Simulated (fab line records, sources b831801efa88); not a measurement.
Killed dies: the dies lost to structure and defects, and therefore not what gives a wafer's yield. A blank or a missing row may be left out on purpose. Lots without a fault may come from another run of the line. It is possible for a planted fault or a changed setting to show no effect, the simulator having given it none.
Chamber matching -- flow sfq-line -- SFQ_TRILAYER_I4_CMP_CMP_100 on cmp-02: 4 sister chambers
The step polishes SiO2. 4 wafers are shown with their chamber, then 7 later ones without.

WAFERS WITH THEIR CHAMBER
wafer,chamber,motor-current-A (A)
L964.5,2,11.1
L970.2,1,9.6
L970.1,3,9.3
L970.3,0,10.2

WAFERS WHOSE CHAMBER IS MISSING
wafer,motor-current-A (A)
L974.1,9.9
L974.2,10.1
L974.5,8.5
L977.1,10.2
L985.2,11.2
L985.4,8.8
L985.1,10.2

WHICH CHAMBER EACH WENT THROUGH
wafer,from the rows above,in truth
L974.1,can't be placed: 0 or 1 or 3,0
L974.2,can't be placed: 0 or 1 or 3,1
L974.5,can't be placed: 3 or 1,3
L977.1,can't be placed: 0 or 1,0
L985.2,2,2
L985.4,can't be placed: 3 or 1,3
L985.1,can't be placed: 0 or 1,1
1 of 7 placed correctly. Cannot be placed on the basis of these rows: 6; the candidates contain the true chamber in 6. Placed wrongly: 0.
How it was worked out, from the rows above alone: a wafer's distance from a chamber is the root of the sum, over the readings, of the square of ((its reading less the chamber's mean) divided by the reading's scatter). If the next closest chamber is less than 2 further off than the closest, the wafer can't be placed; otherwise it belongs to the closest. The mean given for a chamber averages the wafers shown for that chamber. The scatter (one wafer shown for each chamber): square how far every hidden wafer sits from the nearest shown wafer, average those squares and take the square root.
